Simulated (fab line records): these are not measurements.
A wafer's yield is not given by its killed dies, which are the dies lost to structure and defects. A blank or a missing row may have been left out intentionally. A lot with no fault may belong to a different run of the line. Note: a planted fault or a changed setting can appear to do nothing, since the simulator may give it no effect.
fab line records / flow gf180mcu
record lots=6 wafers=18 last-day=34
route steps=602 shown M2@366
lots that met no fault: taken from a fault-free run of the same line
start-h: hours from the record's first day to the start of the lot's first wafer shown / wait-h: hours elapsed since this lot's preceding step / " the same as in the row above / L1.1+2: a single row standing in for several wafers / - no value present, or no start provided / * or withheld: withheld / < > ~ a bound
route shown NAME@n: a module of which the file shows steps, and the number in the route of the first / usual: mean/standard deviation taken from wafers without a fault / same: alike in all rows / chamber/n: place in a boat / sites: per-site readings / _std_site: standard deviation of those values / _edge_site: mean of outer sites minus mean of inner sites / radius-mm: for every site, how far away it sits from the centre of the wafer / mask NAME#n: copy n / behind: tool/chamber where the wafer was last shaped / hold: cause of the lot's hold/its duration in hours/its outcome / device: names the non-switching transistor (n, p or np) / end of line: tests run on the same wafers once the route is complete / for a step that has no rows: nothing shown but its recipe / killed: not the wafer's yield, but the dies lost to structure and defects at the first sort / map: shows each die of a wafer: x if killed, . if not, _ if none is there
set.NAME: setting as actually run; set.NAME@STEP: the setting as run at that earlier step / model.NAME: the simulator's own value behind a step, which no gauge read
certain route steps with their lots: each step a table, each wafer a row
services: the hour from which a tool's chamber was out of use, counted from the record's first day as start-h (under 0 if before that day), plus the number of hours and why
## steps
# step GF_M2_SPUTTER_04
# recipe material=TiN target-thk-nm=50 power-w=6500 time-s=41.7 chamber-pressure-pa=0.4
# usual throttle-valve-pct=30.1/0.91
lot.wafer=L500.4 tool=pvd-sputter-02 chamber=- start-h=484.07 wait-h=0.0 throttle-valve-pct=29.2
lot.wafer=L500.5 tool=pvd-sputter-02 chamber=- start-h=484.07 wait-h=0.0 throttle-valve-pct=30.2
lot.wafer=L500.6 tool=pvd-sputter-02 chamber=- start-h=484.07 wait-h=0.0 throttle-valve-pct=30.2
lot.wafer=L504.1 tool=pvd-sputter-02 chamber=- start-h=519.97 wait-h=0.0 throttle-valve-pct=29.1
lot.wafer=L504.3 tool=pvd-sputter-02 chamber=- start-h=519.97 wait-h=0.0 throttle-valve-pct=30.5
lot.wafer=L504.5 tool=pvd-sputter-02 chamber=- start-h=519.97 wait-h=0.0 throttle-valve-pct=30.4
lot.wafer=L505.3 tool=pvd-sputter-03 chamber=- start-h=523.12 wait-h=0.0 throttle-valve-pct=29.5
lot.wafer=L505.5 tool=pvd-sputter-03 chamber=- start-h=523.12 wait-h=0.0 throttle-valve-pct=27.9
lot.wafer=L505.6 tool=pvd-sputter-03 chamber=- start-h=523.12 wait-h=0.0 throttle-valve-pct=31.0
lot.wafer=L511.3 tool=pvd-sputter-01 chamber=- start-h=567.88 wait-h=0.0 throttle-valve-pct=31.7
lot.wafer=L511.5 tool=pvd-sputter-01 chamber=- start-h=567.88 wait-h=0.0 throttle-valve-pct=29.9
lot.wafer=L511.6 tool=pvd-sputter-01 chamber=- start-h=567.88 wait-h=0.0 throttle-valve-pct=30.9
lot.wafer=L512.2 tool=pvd-sputter-01 chamber=- start-h=576.82 wait-h=0.0 throttle-valve-pct=29.7
lot.wafer=L512.5 tool=pvd-sputter-01 chamber=- start-h=576.82 wait-h=0.0 throttle-valve-pct=30.0
lot.wafer=L512.6 tool=pvd-sputter-01 chamber=- start-h=576.82 wait-h=0.0 throttle-valve-pct=31.6
lot.wafer=L514.4 tool=pvd-sputter-03 chamber=- start-h=592.24 wait-h=0.0 throttle-valve-pct=29.6
lot.wafer=L514.5 tool=pvd-sputter-03 chamber=- start-h=592.24 wait-h=0.0 throttle-valve-pct=30.7
lot.wafer=L514.6 tool=pvd-sputter-03 chamber=- start-h=592.24 wait-h=0.0 throttle-valve-pct=29.1
# step GF_M2_RS_MEAS_05
# recipe thk-meas-gauge=four-point-probe reads=TiN_of_M2_SPUTTER_04+Ti_of_M2_SPUTTER_03+AlCu_of_M2_SPUTTER_02+TiN_of_M2_SPUTTER_01+Ti_of_M2_SPUTTER_00
# usual M2_ALCU_RS=0.0694/0.0008
lot.wafer=L500.4 tool=film-metro-01 chamber=- start-h=484.17 wait-h=0.1 M2_ALCU_RS[ohm/sq]=0.0694
lot.wafer=L500.5 tool=film-metro-01 chamber=- start-h=484.17 wait-h=0.1 M2_ALCU_RS[ohm/sq]=0.0687
lot.wafer=L500.6 tool=film-metro-01 chamber=- start-h=484.17 wait-h=0.1 M2_ALCU_RS[ohm/sq]=0.0683
lot.wafer=L504.1 tool=film-metro-03 chamber=- start-h=520.01 wait-h=0.0 M2_ALCU_RS[ohm/sq]=0.0694
lot.wafer=L504.3 tool=film-metro-03 chamber=- start-h=520.01 wait-h=0.0 M2_ALCU_RS[ohm/sq]=0.0695
lot.wafer=L504.5 tool=film-metro-03 chamber=- start-h=520.01 wait-h=0.0 M2_ALCU_RS[ohm/sq]=0.0692
lot.wafer=L505.3 tool=film-metro-03 chamber=- start-h=523.20 wait-h=0.1 M2_ALCU_RS[ohm/sq]=0.0691
lot.wafer=L505.5 tool=film-metro-03 chamber=- start-h=523.20 wait-h=0.1 M2_ALCU_RS[ohm/sq]=0.0699
lot.wafer=L505.6 tool=film-metro-03 chamber=- start-h=523.20 wait-h=0.1 M2_ALCU_RS[ohm/sq]=0.0692
lot.wafer=L511.3 tool=film-metro-02 chamber=- start-h=567.96 wait-h=0.1 M2_ALCU_RS[ohm/sq]=0.0680
lot.wafer=L511.5 tool=film-metro-02 chamber=- start-h=567.96 wait-h=0.1 M2_ALCU_RS[ohm/sq]=0.0677
lot.wafer=L511.6 tool=film-metro-02 chamber=- start-h=567.96 wait-h=0.1 M2_ALCU_RS[ohm/sq]=0.0696
lot.wafer=L512.2 tool=film-metro-03 chamber=- start-h=576.88 wait-h=0.0 M2_ALCU_RS[ohm/sq]=0.0707
lot.wafer=L512.5 tool=film-metro-03 chamber=- start-h=576.88 wait-h=0.0 M2_ALCU_RS[ohm/sq]=0.0703
lot.wafer=L512.6 tool=film-metro-03 chamber=- start-h=576.88 wait-h=0.0 M2_ALCU_RS[ohm/sq]=0.0691
lot.wafer=L514.4 tool=film-metro-01 chamber=- start-h=592.34 wait-h=0.1 M2_ALCU_RS[ohm/sq]=0.0685
lot.wafer=L514.5 tool=film-metro-01 chamber=- start-h=592.34 wait-h=0.1 M2_ALCU_RS[ohm/sq]=0.0687
lot.wafer=L514.6 tool=film-metro-01 chamber=- start-h=592.34 wait-h=0.1 M2_ALCU_RS[ohm/sq]=0.0687
# step GF_M2_THK_MEAS_06
# recipe thk-meas-gauge=xrf reads=AlCu_of_M2_SPUTTER_02
# usual M2_ALCU_THK=451/5.7
lot.wafer=L500.4 tool=film-metro-01 chamber=- start-h=484.26 wait-h=0.1 M2_ALCU_THK[nm]=449
lot.wafer=L500.5 tool=film-metro-01 chamber=- start-h=484.26 wait-h=0.1 M2_ALCU_THK[nm]=457
lot.wafer=L500.6 tool=film-metro-01 chamber=- start-h=484.26 wait-h=0.1 M2_ALCU_THK[nm]=453
lot.wafer=L504.1 tool=film-metro-03 chamber=- start-h=520.13 wait-h=0.1 M2_ALCU_THK[nm]=449
lot.wafer=L504.3 tool=film-metro-03 chamber=- start-h=520.13 wait-h=0.1 M2_ALCU_THK[nm]=448
lot.wafer=L504.5 tool=film-metro-03 chamber=- start-h=520.13 wait-h=0.1 M2_ALCU_THK[nm]=448
lot.wafer=L505.3 tool=film-metro-03 chamber=- start-h=523.30 wait-h=0.1 M2_ALCU_THK[nm]=449
lot.wafer=L505.5 tool=film-metro-03 chamber=- start-h=523.30 wait-h=0.1 M2_ALCU_THK[nm]=446
lot.wafer=L505.6 tool=film-metro-03 chamber=- start-h=523.30 wait-h=0.1 M2_ALCU_THK[nm]=452
lot.wafer=L511.3 tool=film-metro-02 chamber=- start-h=568.06 wait-h=0.1 M2_ALCU_THK[nm]=462
lot.wafer=L511.5 tool=film-metro-02 chamber=- start-h=568.06 wait-h=0.1 M2_ALCU_THK[nm]=464
lot.wafer=L511.6 tool=film-metro-02 chamber=- start-h=568.06 wait-h=0.1 M2_ALCU_THK[nm]=451
lot.wafer=L512.2 tool=film-metro-03 chamber=- start-h=576.99 wait-h=0.1 M2_ALCU_THK[nm]=443
lot.wafer=L512.5 tool=film-metro-03 chamber=- start-h=576.99 wait-h=0.1 M2_ALCU_THK[nm]=443
lot.wafer=L512.6 tool=film-metro-03 chamber=- start-h=576.99 wait-h=0.1 M2_ALCU_THK[nm]=456
lot.wafer=L514.4 tool=film-metro-01 chamber=- start-h=592.43 wait-h=0.1 M2_ALCU_THK[nm]=453
lot.wafer=L514.5 tool=film-metro-01 chamber=- start-h=592.43 wait-h=0.1 M2_ALCU_THK[nm]=451
lot.wafer=L514.6 tool=film-metro-01 chamber=- start-h=592.43 wait-h=0.1 M2_ALCU_THK[nm]=454
# step GF_M2_DEHYDRATE_07
# recipe temp-c=200 time-s=60
# step GF_M2_HMDS_08
# recipe prime-time-s=60 prime-temp-c=120
# step GF_M2_COAT_09
# recipe resist=KrF spin-rpm=withheld resist-thk-nm=1000
# step GF_M2_SOFTBAKE_10
# recipe temp-c=130 time-s=60 resist=KrF
# step GF_M2_EXPOSE_11
# recipe mask-id=Metal2 target-cd-nm=280 na=0.68 source-shape=conventional sigma-outer=0.6 dose-mj=28
# step GF_M2_PEB_12
# recipe peb-temp-c=135 peb-time-s=90 resist=KrF
# step GF_M2_DEVELOP_13
# recipe develop-time-s=60 dev-temp-c=21
# step GF_M2_CD_MEAS_14
# recipe target-cd-nm=280
# usual cd-nm=280.0/1
lot.wafer=L500.4 tool=cd-sem-01 chamber=- start-h=507.94 wait-h=0.1 cd-nm=277.6
lot.wafer=L500.5 tool=cd-sem-01 chamber=- start-h=507.94 wait-h=0.1 cd-nm=278.2
lot.wafer=L500.6 tool=cd-sem-01 chamber=- start-h=507.94 wait-h=0.1 cd-nm=279.1
lot.wafer=L504.1 tool=cd-sem-02 chamber=- start-h=542.78 wait-h=0.1 cd-nm=278.6
lot.wafer=L504.3 tool=cd-sem-02 chamber=- start-h=542.78 wait-h=0.1 cd-nm=278.0
lot.wafer=L504.5 tool=cd-sem-02 chamber=- start-h=542.78 wait-h=0.1 cd-nm=279.2
lot.wafer=L505.3 tool=cd-sem-02 chamber=- start-h=545.37 wait-h=0.1 cd-nm=280.3
lot.wafer=L505.5 tool=cd-sem-02 chamber=- start-h=545.37 wait-h=0.1 cd-nm=280.8
lot.wafer=L505.6 tool=cd-sem-02 chamber=- start-h=545.37 wait-h=0.1 cd-nm=280.2
lot.wafer=L511.3 tool=cd-sem-01 chamber=- start-h=589.02 wait-h=0.1 cd-nm=279.9
lot.wafer=L511.5 tool=cd-sem-01 chamber=- start-h=589.02 wait-h=0.1 cd-nm=279.9
lot.wafer=L511.6 tool=cd-sem-01 chamber=- start-h=589.02 wait-h=0.1 cd-nm=280.3
lot.wafer=L512.2 tool=cd-sem-02 chamber=- start-h=597.80 wait-h=0.1 cd-nm=280.0
lot.wafer=L512.5 tool=cd-sem-02 chamber=- start-h=597.80 wait-h=0.1 cd-nm=279.5
lot.wafer=L512.6 tool=cd-sem-02 chamber=- start-h=597.80 wait-h=0.1 cd-nm=279.2
lot.wafer=L514.4 tool=cd-sem-02 chamber=- start-h=612.59 wait-h=0.1 cd-nm=280.9
lot.wafer=L514.5 tool=cd-sem-02 chamber=- start-h=612.59 wait-h=0.1 cd-nm=279.3
lot.wafer=L514.6 tool=cd-sem-02 chamber=- start-h=612.59 wait-h=0.1 cd-nm=280.2
# step GF_M2_OVL_MEAS_15
# usual M2_OVL=0/6.1
lot.wafer=L500.4 tool=overlay-02 chamber=- start-h=508.02 wait-h=0.1 M2_OVL[nm]=6
lot.wafer=L500.5 tool=overlay-02 chamber=- start-h=508.02 wait-h=0.1 M2_OVL[nm]=2
lot.wafer=L500.6 tool=overlay-02 chamber=- start-h=508.02 wait-h=0.1 M2_OVL[nm]=9
lot.wafer=L504.1 tool=overlay-01 chamber=- start-h=542.90 wait-h=0.1 M2_OVL[nm]=-4
lot.wafer=L504.3 tool=overlay-01 chamber=- start-h=542.90 wait-h=0.1 M2_OVL[nm]=-2
lot.wafer=L504.5 tool=overlay-01 chamber=- start-h=542.90 wait-h=0.1 M2_OVL[nm]=-1
lot.wafer=L505.3 tool=overlay-01 chamber=- start-h=545.46 wait-h=0.1 M2_OVL[nm]=-6
lot.wafer=L505.5 tool=overlay-01 chamber=- start-h=545.46 wait-h=0.1 M2_OVL[nm]=0
lot.wafer=L505.6 tool=overlay-01 chamber=- start-h=545.46 wait-h=0.1 M2_OVL[nm]=-10
lot.wafer=L511.3 tool=overlay-01 chamber=- start-h=589.11 wait-h=0.1 M2_OVL[nm]=-1
lot.wafer=L511.5 tool=overlay-01 chamber=- start-h=589.11 wait-h=0.1 M2_OVL[nm]=-1
lot.wafer=L511.6 tool=overlay-01 chamber=- start-h=589.11 wait-h=0.1 M2_OVL[nm]=-5
lot.wafer=L512.2 tool=overlay-02 chamber=- start-h=597.90 wait-h=0.1 M2_OVL[nm]=5
lot.wafer=L512.5 tool=overlay-02 chamber=- start-h=597.90 wait-h=0.1 M2_OVL[nm]=6
lot.wafer=L512.6 tool=overlay-02 chamber=- start-h=597.90 wait-h=0.1 M2_OVL[nm]=10
lot.wafer=L514.4 tool=overlay-01 chamber=- start-h=612.67 wait-h=0.1 M2_OVL[nm]=-11
lot.wafer=L514.5 tool=overlay-01 chamber=- start-h=612.67 wait-h=0.1 M2_OVL[nm]=-9
lot.wafer=L514.6 tool=overlay-01 chamber=- start-h=612.67 wait-h=0.1 M2_OVL[nm]=-11
# step GF_M2_METAL_ETCH_16
# recipe chemistry=Cl2/BCl3 mask-material=KrF target-depth-nm=627.5 stop-on=SiO2 pressure-mtorr=8 icp-w=800 bias-w=140 Cl2_flow_sccm=80 bcl3-flow-sccm=40 time-s=104.6
# usual bcl3-flow-sccm=39.98/0.12 bias-w=140.0/0.43 chamber-pressure-mTorr=8.001/0.0069 drypump-motor-current-A=5.80/0.23 oes-product-au=0.974/0.006 throttle-valve-pct=28.248/0.011
lot.wafer=L500.4 tool=rie-metal-03 chamber=1 start-h=508.07 wait-h=0.0 bcl3-flow-sccm=40.15 bias-w=140.4 chamber-pressure-mTorr=8.001 drypump-motor-current-A=5.72 oes-product-au=0.974 throttle-valve-pct=28.246 model.KrF_of_M2_COAT_09.thk-nm=736.2
lot.wafer=L500.5 tool=rie-metal-03 chamber=0 start-h=508.07 wait-h=0.0 bcl3-flow-sccm=40.01 bias-w=140.2 chamber-pressure-mTorr=8.000 drypump-motor-current-A=5.72 oes-product-au=0.982 throttle-valve-pct=28.239 model.KrF_of_M2_COAT_09.thk-nm=729.4
lot.wafer=L500.6 tool=rie-metal-03 chamber=1 start-h=508.07 wait-h=0.0 bcl3-flow-sccm=40.24 bias-w=139.9 chamber-pressure-mTorr=7.992 drypump-motor-current-A=5.71 oes-product-au=0.975 throttle-valve-pct=28.242 model.KrF_of_M2_COAT_09.thk-nm=735.7
lot.wafer=L504.1 tool=rie-metal-01 chamber=1 start-h=542.94 wait-h=0.0 bcl3-flow-sccm=- bias-w=- chamber-pressure-mTorr=- drypump-motor-current-A=- oes-product-au=- throttle-valve-pct=- model.KrF_of_M2_COAT_09.thk-nm=983.7
lot.wafer=L504.3 tool=rie-metal-01 chamber=0 start-h=542.94 wait-h=0.0 bcl3-flow-sccm=- bias-w=- chamber-pressure-mTorr=- drypump-motor-current-A=- oes-product-au=- throttle-valve-pct=- model.KrF_of_M2_COAT_09.thk-nm=986.3
lot.wafer=L504.5 tool=rie-metal-01 chamber=0 start-h=542.94 wait-h=0.0 bcl3-flow-sccm=- bias-w=- chamber-pressure-mTorr=- drypump-motor-current-A=- oes-product-au=- throttle-valve-pct=- model.KrF_of_M2_COAT_09.thk-nm=985.7
lot.wafer=L505.3 tool=rie-metal-03 chamber=0 start-h=545.52 wait-h=0.1 bcl3-flow-sccm=- bias-w=- chamber-pressure-mTorr=- drypump-motor-current-A=- oes-product-au=- throttle-valve-pct=- model.KrF_of_M2_COAT_09.thk-nm=986.2
lot.wafer=L505.5 tool=rie-metal-03 chamber=1 start-h=545.52 wait-h=0.1 bcl3-flow-sccm=- bias-w=- chamber-pressure-mTorr=- drypump-motor-current-A=- oes-product-au=- throttle-valve-pct=- model.KrF_of_M2_COAT_09.thk-nm=984.3
lot.wafer=L505.6 tool=rie-metal-03 chamber=0 start-h=545.52 wait-h=0.1 bcl3-flow-sccm=- bias-w=- chamber-pressure-mTorr=- drypump-motor-current-A=- oes-product-au=- throttle-valve-pct=- model.KrF_of_M2_COAT_09.thk-nm=989.7
lot.wafer=L511.3 tool=rie-metal-03 chamber=0 start-h=589.17 wait-h=0.1 bcl3-flow-sccm=39.90 bias-w=140.1 chamber-pressure-mTorr=7.988 drypump-motor-current-A=5.73 oes-product-au=0.971 throttle-valve-pct=28.241 model.KrF_of_M2_COAT_09.thk-nm=738.6
lot.wafer=L511.5 tool=rie-metal-03 chamber=0 start-h=589.17 wait-h=0.1 bcl3-flow-sccm=40.01 bias-w=139.6 chamber-pressure-mTorr=7.986 drypump-motor-current-A=5.73 oes-product-au=0.982 throttle-valve-pct=28.224 model.KrF_of_M2_COAT_09.thk-nm=737.9
lot.wafer=L511.6 tool=rie-metal-03 chamber=1 start-h=589.17 wait-h=0.1 bcl3-flow-sccm=39.95 bias-w=139.9 chamber-pressure-mTorr=7.997 drypump-motor-current-A=5.69 oes-product-au=0.969 throttle-valve-pct=28.236 model.KrF_of_M2_COAT_09.thk-nm=743.4
lot.wafer=L512.2 tool=rie-metal-03 chamber=0 start-h=597.97 wait-h=0.1 bcl3-flow-sccm=39.97 bias-w=139.5 chamber-pressure-mTorr=8.014 drypump-motor-current-A=5.72 oes-product-au=0.973 throttle-valve-pct=28.255 model.KrF_of_M2_COAT_09.thk-nm=735.6
lot.wafer=L512.5 tool=rie-metal-03 chamber=0 start-h=597.97 wait-h=0.1 bcl3-flow-sccm=39.83 bias-w=139.3 chamber-pressure-mTorr=7.995 drypump-motor-current-A=5.71 oes-product-au=0.969 throttle-valve-pct=28.259 model.KrF_of_M2_COAT_09.thk-nm=739.8
lot.wafer=L512.6 tool=rie-metal-03 chamber=0 start-h=597.97 wait-h=0.1 bcl3-flow-sccm=39.98 bias-w=140.1 chamber-pressure-mTorr=7.999 drypump-motor-current-A=5.73 oes-product-au=0.985 throttle-valve-pct=28.229 model.KrF_of_M2_COAT_09.thk-nm=735.7
lot.wafer=L514.4 tool=rie-metal-03 chamber=0 start-h=612.72 wait-h=0.0 bcl3-flow-sccm=40.20 bias-w=140.9 chamber-pressure-mTorr=8.010 drypump-motor-current-A=5.72 oes-product-au=0.981 throttle-valve-pct=28.243 model.KrF_of_M2_COAT_09.thk-nm=733.6
lot.wafer=L514.5 tool=rie-metal-03 chamber=0 start-h=612.72 wait-h=0.0 bcl3-flow-sccm=40.20 bias-w=140.8 chamber-pressure-mTorr=8.014 drypump-motor-current-A=5.71 oes-product-au=0.979 throttle-valve-pct=28.235 model.KrF_of_M2_COAT_09.thk-nm=732.8
lot.wafer=L514.6 tool=rie-metal-03 chamber=1 start-h=612.72 wait-h=0.0 bcl3-flow-sccm=39.95 bias-w=140.0 chamber-pressure-mTorr=8.002 drypump-motor-current-A=5.71 oes-product-au=0.978 throttle-valve-pct=28.258 model.KrF_of_M2_COAT_09.thk-nm=740.8
# step GF_M2_STRIP_17
# recipe chemistry=O2/N2 power-w=1400 pressure-mtorr=1500 platen-temp-c=250 o2-flow-sccm=3000 n2-flow-sccm=300 overash-fraction=0.5
# usual chamber-pressure-mTorr=1500.0/1.5 drypump-motor-current-A=5.6/0.46 heater-power-w=325/20 n2-flow-sccm=300.0/0.98 oes-product-au=0.557/0.0049 strip-time-to-endpoint-s=7.84/0.061
lot.wafer=L500.4 tool=plasma-asher-01 chamber=0 start-h=508.18 wait-h=0.1 chamber-pressure-mTorr=1500.4 drypump-motor-current-A=5.8 heater-power-w=305 n2-flow-sccm=299.2 oes-product-au=0.560 rf-hours-counter-h=- strip-time-to-endpoint-s=7.88
lot.wafer=L500.5 tool=plasma-asher-01 chamber=0 start-h=508.18 wait-h=0.1 chamber-pressure-mTorr=1498.7 drypump-motor-current-A=5.8 heater-power-w=309 n2-flow-sccm=300.2 oes-product-au=0.553 rf-hours-counter-h=- strip-time-to-endpoint-s=7.82
lot.wafer=L500.6 tool=plasma-asher-01 chamber=1 start-h=508.18 wait-h=0.1 chamber-pressure-mTorr=1498.0 drypump-motor-current-A=6.0 heater-power-w=352 n2-flow-sccm=299.6 oes-product-au=0.557 rf-hours-counter-h=- strip-time-to-endpoint-s=7.87
lot.wafer=L504.1 tool=plasma-asher-01 chamber=1 start-h=543.05 wait-h=0.1 chamber-pressure-mTorr=1498.4 drypump-motor-current-A=6.0 heater-power-w=348 n2-flow-sccm=297.9 oes-product-au=0.661 rf-hours-counter-h=44 strip-time-to-endpoint-s=10.19
lot.wafer=L504.3 tool=plasma-asher-01 chamber=0 start-h=543.05 wait-h=0.1 chamber-pressure-mTorr=1499.8 drypump-motor-current-A=5.8 heater-power-w=310 n2-flow-sccm=299.6 oes-product-au=0.653 rf-hours-counter-h=- strip-time-to-endpoint-s=10.21
lot.wafer=L504.5 tool=plasma-asher-01 chamber=0 start-h=543.05 wait-h=0.1 chamber-pressure-mTorr=1499.4 drypump-motor-current-A=5.8 heater-power-w=308 n2-flow-sccm=300.3 oes-product-au=0.660 rf-hours-counter-h=- strip-time-to-endpoint-s=10.21
lot.wafer=L505.3 tool=plasma-asher-02 chamber=0 start-h=545.63 wait-h=0.1 chamber-pressure-mTorr=1500.8 drypump-motor-current-A=5.2 heater-power-w=338 n2-flow-sccm=298.9 oes-product-au=0.661 rf-hours-counter-h=- strip-time-to-endpoint-s=10.22
lot.wafer=L505.5 tool=plasma-asher-02 chamber=1 start-h=545.63 wait-h=0.1 chamber-pressure-mTorr=1501.1 drypump-motor-current-A=5.2 heater-power-w=310 n2-flow-sccm=299.8 oes-product-au=0.662 rf-hours-counter-h=- strip-time-to-endpoint-s=10.20
lot.wafer=L505.6 tool=plasma-asher-02 chamber=0 start-h=545.63 wait-h=0.1 chamber-pressure-mTorr=1499.9 drypump-motor-current-A=5.2 heater-power-w=340 n2-flow-sccm=299.4 oes-product-au=0.666 rf-hours-counter-h=- strip-time-to-endpoint-s=10.26
lot.wafer=L511.3 tool=plasma-asher-01 chamber=1 start-h=589.28 wait-h=0.1 chamber-pressure-mTorr=1500.9 drypump-motor-current-A=6.0 heater-power-w=340 n2-flow-sccm=298.6 oes-product-au=0.556 rf-hours-counter-h=- strip-time-to-endpoint-s=7.92
lot.wafer=L511.5 tool=plasma-asher-01 chamber=0 start-h=589.28 wait-h=0.1 chamber-pressure-mTorr=1501.0 drypump-motor-current-A=5.8 heater-power-w=306 n2-flow-sccm=300.6 oes-product-au=0.556 rf-hours-counter-h=- strip-time-to-endpoint-s=7.89
lot.wafer=L511.6 tool=plasma-asher-01 chamber=1 start-h=589.28 wait-h=0.1 chamber-pressure-mTorr=1503.3 drypump-motor-current-A=6.0 heater-power-w=349 n2-flow-sccm=298.6 oes-product-au=0.560 rf-hours-counter-h=- strip-time-to-endpoint-s=7.96
lot.wafer=L512.2 tool=plasma-asher-02 chamber=0 start-h=598.16 wait-h=0.1 chamber-pressure-mTorr=1497.5 drypump-motor-current-A=5.2 heater-power-w=337 n2-flow-sccm=299.7 oes-product-au=0.567 rf-hours-counter-h=78 strip-time-to-endpoint-s=7.87
lot.wafer=L512.5 tool=plasma-asher-02 chamber=0 start-h=598.16 wait-h=0.1 chamber-pressure-mTorr=1502.3 drypump-motor-current-A=5.2 heater-power-w=335 n2-flow-sccm=298.5 oes-product-au=0.557 rf-hours-counter-h=- strip-time-to-endpoint-s=7.93
lot.wafer=L512.6 tool=plasma-asher-02 chamber=1 start-h=598.16 wait-h=0.1 chamber-pressure-mTorr=1501.7 drypump-motor-current-A=5.2 heater-power-w=312 n2-flow-sccm=299.7 oes-product-au=0.560 rf-hours-counter-h=- strip-time-to-endpoint-s=7.87
lot.wafer=L514.4 tool=plasma-asher-02 chamber=1 start-h=612.83 wait-h=0.1 chamber-pressure-mTorr=1500.9 drypump-motor-current-A=5.1 heater-power-w=308 n2-flow-sccm=299.2 oes-product-au=0.554 rf-hours-counter-h=- strip-time-to-endpoint-s=7.86
lot.wafer=L514.5 tool=plasma-asher-02 chamber=1 start-h=612.83 wait-h=0.1 chamber-pressure-mTorr=1498.5 drypump-motor-current-A=5.2 heater-power-w=303 n2-flow-sccm=298.4 oes-product-au=0.561 rf-hours-counter-h=- strip-time-to-endpoint-s=7.86
lot.wafer=L514.6 tool=plasma-asher-02 chamber=0 start-h=612.83 wait-h=0.1 chamber-pressure-mTorr=1499.9 drypump-motor-current-A=5.2 heater-power-w=339 n2-flow-sccm=299.2 oes-product-au=0.554 rf-hours-counter-h=- strip-time-to-endpoint-s=7.93
# step GF_M2_STRIP_18
# recipe chemistry=post-etch-residue-remover time-s=1200 temp-c=72.5
## services
tool=pvd-sputter-02 chamber=0 start-h=461.77 hours=- kind=consumable-replace:kit
tool=pvd-sputter-02 chamber=0 start-h=461.77 hours=18.0 kind=scheduled-down
tool=pvd-sputter-02 chamber=0 start-h=461.77 hours=18.0 kind=vent-cycle
tool=plasma-asher-01 chamber=- start-h=465.64 hours=2.0 kind=repair
tool=rie-metal-03 chamber=- start-h=471.21 hours=2.8 kind=pm
tool=plasma-asher-02 chamber=- start-h=472.49 hours=1.0 kind=repair
tool=pvd-sputter-03 chamber=- start-h=482.17 hours=15.0 kind=repair
tool=pvd-sputter-03 chamber=- start-h=508.37 hours=3.8 kind=repair
tool=rie-metal-03 chamber=1 start-h=594.33 hours=10.1 kind=repair
tool=pvd-sputter-01 chamber=3 start-h=595.63 hours=- kind=consumable-replace:kit
tool=pvd-sputter-01 chamber=3 start-h=595.63 hours=18.0 kind=scheduled-down
tool=pvd-sputter-01 chamber=3 start-h=595.63 hours=18.0 kind=vent-cycle
tool=pvd-sputter-02 chamber=3 start-h=601.46 hours=- kind=consumable-replace:kit
tool=pvd-sputter-02 chamber=3 start-h=601.46 hours=18.0 kind=scheduled-down
tool=pvd-sputter-02 chamber=3 start-h=601.46 hours=18.0 kind=vent-cycle
tool=plasma-asher-01 chamber=- start-h=603.34 hours=15.6 kind=pm
## key
first-sign step=GF_M2_METAL_ETCH_16 reading=tool-record direction=missing
effect step=GF_M2_STRIP_17 reading=strip-time-to-endpoint-s direction=up sigmas=39 usual=* struck=*
model-effect step=GF_M2_METAL_ETCH_16 value=KrF_of_M2_COAT_09.thk-nm without=731.9 struck=986
met-at GF_M2_METAL_ETCH_16
struck-wafers L504.1,L504.3,L504.5,L505.3,L505.5,L505.6
later-rows-left-out L504.1,L504.3,L504.5,L505.3,L505.5,L505.6
sort-left-out L504.1,L504.3,L504.5,L505.3,L505.5,L505.6
onset-between 508.07 542.94
fault kind=skipped-step-whole tool=rie-metal-01,rie-metal-03 chamber=- onset-h=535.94 steps=GF_M2_METAL_ETCH_16 scope=struck-lots-only
# sort-left-out: the simulated sort isn't trusted on such a fault, so these wafers' sort isn't shown, and their yield isn't known
# later-rows-left-out: the simulator's readings of these wafers behind a module that went badly wrong aren't trusted and aren't shown, but for the sort
